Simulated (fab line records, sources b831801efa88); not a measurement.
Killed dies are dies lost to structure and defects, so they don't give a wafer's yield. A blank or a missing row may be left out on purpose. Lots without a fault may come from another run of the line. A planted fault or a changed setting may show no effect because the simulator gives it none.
A struck lot beside a sound one | flow sfq_line | 42 steps out of a route of 325
Sound: wafers L119.1, L119.3, L119.5. Struck: wafer L134.6. (L134.1, L134.5 of the same lot were not struck and are left out.) The cause comes at the end.
At each step with rows: each side's tool, then ch and its chambers, then its first start. Under that, the readings that differ: sound wafers | struck wafers | difference of the means | sigmas: that difference in standard deviations of wafers without a fault.
alike: readings whose means differ by less than 2 such deviations, and words and numbers that are the same on both sides. not compared: withheld readings, readings that some wafer has no value for, bounds like >300 that may hide the same value, and numbers for which the record gives no deviation and whose values overlap.
The two part at a step that has a row with sigmas, a row that says differs or no value, or rows on one side only. Numbers that don't overlap but have no deviation are shown without sigmas and don't part them. A reading that every wafer of one side lacks parts them only if that side has two wafers or more.

first, 6 steps without rows for these wafers: SFQ_TRILAYER_I4_VIA_LITHO_COAT_108 (resist thk 62 nm); SFQ_TRILAYER_I4_VIA_LITHO_COAT_103 (resist thk 650 nm); SFQ_TRILAYER_I4_VIA_LITHO_SOFTBAKE_107; SFQ_TRILAYER_I4_VIA_LITHO_EXPOSE_104 (exposes mask I4, target cd 700 nm); SFQ_TRILAYER_I4_VIA_LITHO_PEB_106 (peb time 60 s); SFQ_TRILAYER_I4_VIA_LITHO_DEVELOP_105 (time 60 s).
SFQ_I4_OVL_MEAS_928:
  sound on overlay-01, day 39 23:10; struck on overlay-01, day 44 20:09
  alike: I4_OVL
SFQ_TRILAYER_I4_VIA_BARC_OPEN_VIA_ETCH_146: etches BARC in O2, target depth 125 nm, time 41.7 s.
  sound on rie_diel-02 ch 0,3, day 39 23:13; struck on rie_diel-01 ch 2, day 44 20:11
  reading               | sound             | struck | difference | sigmas
  oes_product_au (a.u.) | 0.688 0.683 0.677 | 0.669  | -0.014     | -3
  alike: drypump_motor_current_A
  not compared: rf_hours_counter_h
then, 4 steps without rows for these wafers: SFQ_TRILAYER_I4_VIA_ETCH_VIA_ETCH_106 (etches SiO2 in CHF3, stops on Nb, target depth 260 nm); SFQ_TRILAYER_I4_VIA_STRIP_STRIP_107 (strips in O2); SFQ_TRILAYER_I4_VIA_STRIP_SOLV_CLEAN_108 (cleans in NMP, time 600 s); SFQ_TRILAYER_JJ_TRILAYER_DEP_PRE_CLEAN_113 (time 22.5 s).
SFQ_TRILAYER_JJ_TRILAYER_DEP_SPUTTER_109: material Nb, target thk 150 nm, time 100 s.
  sound on pvd_sputter-03, day 40 00:10; struck on pvd_sputter-06, day 44 21:08
  reading                                                      | sound           | struck | difference | sigmas
  model.Nb_of_TRILAYER_JJ_TRILAYER_DEP_SPUTTER_109.thk_nm (nm) | 149.4 150 150.1 | 224.6  | +74.8      |
  alike: throttle_valve_pct
then, 3 steps without rows for these wafers: SFQ_TRILAYER_JJ_TRILAYER_DEP_SPUTTER_110 (material Al, target thk 8 nm, time 10 s); SFQ_TRILAYER_JJ_TRILAYER_DEP_AL_OXIDATION_111 (oxidation time 600 s); SFQ_TRILAYER_JJ_TRILAYER_DEP_SPUTTER_112 (material Nb, target thk 170 nm, time 113.3 s).
SFQ_JJ_RS_MEAS_929: measures by four-point-probe.
  sound on film_metro-02, day 40 01:29; struck on film_metro-02, day 44 22:19
  reading           | sound             | struck | difference | sigmas
  JJ_NB_RS (ohm/sq) | 1.061 1.079 1.077 | 1.037  | -0.035     | -3
then, 6 steps without rows for these wafers: SFQ_TRILAYER_JJ_CE_LITHO_COAT_119 (resist thk 62 nm); SFQ_TRILAYER_JJ_CE_LITHO_COAT_114 (resist thk 600 nm); SFQ_TRILAYER_JJ_CE_LITHO_SOFTBAKE_118; SFQ_TRILAYER_JJ_CE_LITHO_EXPOSE_115 (exposes mask J5, target cd 700 nm); SFQ_TRILAYER_JJ_CE_LITHO_PEB_117 (peb time 60 s); SFQ_TRILAYER_JJ_CE_LITHO_DEVELOP_116 (time 60 s).
SFQ_JJ_OVL_MEAS_931:
  sound on overlay-02, day 41 09:25; struck on overlay-02, day 45 23:38
  alike: J5_OVL
then, 2 steps without rows for these wafers: SFQ_TRILAYER_JJ_CE_METRO_MEASURE_117; SFQ_TRILAYER_JJ_CE_BARC_OPEN_RIE_150 (chemistry O2, target BARC, target depth 240 nm, time 80 s).
SFQ_TRILAYER_JJ_CE_ETCH_RIE_118: chemistry SF6, target Nb, stops on Al2O3, time 97.7 s, target depth 170 nm.
  sound on rie_metal-04 ch 0, day 41 10:44; struck on rie_metal-04 ch 0, day 46 00:58
  reading               | sound             | struck | difference | sigmas
  oes_product_au (a.u.) | 0.970 0.977 0.976 | 1.003  | +0.029     | +4
  alike: drypump_motor_current_A
  not compared: rf_hours_counter_h
then, 1 step without rows for these wafers: SFQ_TRILAYER_JJ_ANODIZE_ANODIZE_119.
SFQ_TRILAYER_JJ_CE_STRIP_STRIP_120: strips in O2.
  sound on rie_metal-02 ch 0,1, day 41 11:21; struck on rie_metal-04 ch 1, day 46 01:35
  alike: drypump_motor_current_A, oes_product_au
  not compared: rf_hours_counter_h
then, 7 steps without rows for these wafers: SFQ_TRILAYER_JJ_CE_STRIP_SOLV_CLEAN_121 (cleans in NMP, time 600 s); SFQ_TRILAYER_M5_LITHO_COAT_128 (resist thk 62 nm); SFQ_TRILAYER_M5_LITHO_COAT_123 (resist thk 600 nm); SFQ_TRILAYER_M5_LITHO_SOFTBAKE_127; SFQ_TRILAYER_M5_LITHO_EXPOSE_124 (exposes mask M5, target cd 700 nm); SFQ_TRILAYER_M5_LITHO_PEB_126 (peb time 60 s); SFQ_TRILAYER_M5_LITHO_DEVELOP_125 (time 60 s).
-- the record jumps here: 4 days lie between the struck wafers' starts before and after --
SFQ_M5_OVL_MEAS_932:
  sound on overlay-02, day 46 06:57; struck on overlay-02, day 50 12:24
  alike: M5_OVL
SFQ_TRILAYER_M5_BARC_OPEN_METAL_ETCH_161: etches BARC in O2, target depth 125 nm, time 41.7 s.
  sound on rie_metal-01 ch 0, day 46 06:59; struck on rie_metal-03 ch 0, day 50 12:26
  alike: drypump_motor_current_A, oes_product_au
  not compared: rf_hours_counter_h
SFQ_TRILAYER_M5_ETCH_METAL_ETCH_126: etches Nb in Cl2/BCl3, stops on SiO2, time 203.2 s, target depth 265 nm.
  sound on rie_metal-01 ch 0, day 46 07:06; struck on rie_metal-03 ch 0, day 50 12:29
  reading                        | sound             | struck | difference | sigmas
  oes_product_au (a.u.)          | 0.722 0.735 0.733 | 0.902  | +0.172     | +28
  model.etch.depth_nm (nm)       | 149.4 150 150.1   | 224.6  | +74.8      |
  model.M5.feature_depth_nm (nm) | 161.6 162.1 162.4 | 237.2  | +75.2      |
  alike: drypump_motor_current_A
  not compared: rf_hours_counter_h
SFQ_TRILAYER_M5_STRIP_STRIP_127: strips in O2.
  sound on rie_metal-01 ch 0, day 46 07:29; struck on rie_metal-03 ch 0, day 50 12:41
  alike: drypump_motor_current_A, oes_product_au
  not compared: rf_hours_counter_h
then, 1 step without rows for these wafers: SFQ_TRILAYER_M5_STRIP_SOLV_CLEAN_128 (cleans in NMP, time 600 s).
-- the record jumps here: 23 days lie between the struck wafers' starts before and after --
SFQ_M8_BOW_MEAS_951:
  sound on film_metro-04, day 70 12:23; struck on film_metro-04, day 74 00:19
  reading                 | sound             | struck | difference | sigmas
  model.etest.m5.ohm_um   | 1.706 1.697 1.692 | 1.135  | -0.563     |
  model.etest.i4.link_ohm | 2.171 2.169 2.163 | 1.731  | -0.437     |
  model.etest.i5.link_ohm | 2.261 2.271 2.257 | 1.878  | -0.385     |
  model.etest.m5.ohm_sq   | 1.192 1.188 1.187 | 0.7934 | -0.3956    |
  alike: M8_BOW

WHERE THEY PART
First at SFQ_TRILAYER_I4_VIA_BARC_OPEN_VIA_ETCH_146; last, within this record, at SFQ_TRILAYER_M5_ETCH_METAL_ETCH_126. Later steps at which nothing parts them and some readings are alike: SFQ_TRILAYER_M5_STRIP_STRIP_127, SFQ_M8_BOW_MEAS_951.

WHY: what the simulator had put in
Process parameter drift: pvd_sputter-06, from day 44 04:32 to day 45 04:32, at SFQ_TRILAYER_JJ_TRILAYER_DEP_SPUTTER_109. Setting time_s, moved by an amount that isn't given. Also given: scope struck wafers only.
